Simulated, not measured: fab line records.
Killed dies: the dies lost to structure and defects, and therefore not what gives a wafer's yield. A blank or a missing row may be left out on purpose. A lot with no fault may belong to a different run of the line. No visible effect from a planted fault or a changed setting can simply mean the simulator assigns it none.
One fault through the eyes of 2 desks | flow sfq-line | each desk has only its own numbers; what lay behind them comes last

## AT THE TOOL OWNER'S DESK: litho-track-04
The tool's own readings at SFQ_TRILAYER_M4_LITHO_COAT_098 (resist thk 62 nm): means of the sampled wafers that have a number, for each lot that ran on this tool. The brackets show how far a lot's mean lies from the usual mean; more than 4 standard deviations puts the lot out of limits, marked OUT.
Columns: A = resist-line-temp-C at SFQ_TRILAYER_M4_LITHO_COAT_098, usual 22.97 C
lot  | first seen here | A
L877 | day 53 04:03    | 23.00
L879 | day 53 21:50    | 22.90
L890 | day 57 06:11    | 22.91
Finding of this desk: none of the 3 lots has anything out of limits.

## THE METROLOGY DESK
Means of the sampled wafers that have a number, per lot and without regard to the tool the lot ran on: this is what the gauges read. The brackets show how far a lot's mean lies from the usual mean; more than 4 standard deviations puts the lot out of limits, marked OUT.
Columns: A = I3_OVL at SFQ_I3_OVL_MEAS_923, usual -2 nm; B = M4_NB_RS at SFQ_M4_RS_MEAS_924, usual 0.897 ohm/sq; C = M4_OVL at SFQ_M4_OVL_MEAS_926, usual 1 nm
lot  | first seen here | A  | B     | C
L872 | day 51 02:07    | -1 | 0.907 | 6
L877 | day 53 02:32    | -0 | 0.899 | 8
L879 | day 53 20:31    | -9 | 0.885 | 5
L890 | day 57 04:50    | -1 | 0.910 | 2
L892 | day 57 19:13    | 2  | 0.907 | -5
L894 | day 58 19:14    | -6 | 0.909 | -12
Finding of this desk: none of the 6 lots has anything out of limits.

## BROUGHT TOGETHER
The desk of the tool owner found nothing out of limits.
The metrology desk saw nothing out of limits.

## WHAT WAS PUT IN BY THE SIMULATOR
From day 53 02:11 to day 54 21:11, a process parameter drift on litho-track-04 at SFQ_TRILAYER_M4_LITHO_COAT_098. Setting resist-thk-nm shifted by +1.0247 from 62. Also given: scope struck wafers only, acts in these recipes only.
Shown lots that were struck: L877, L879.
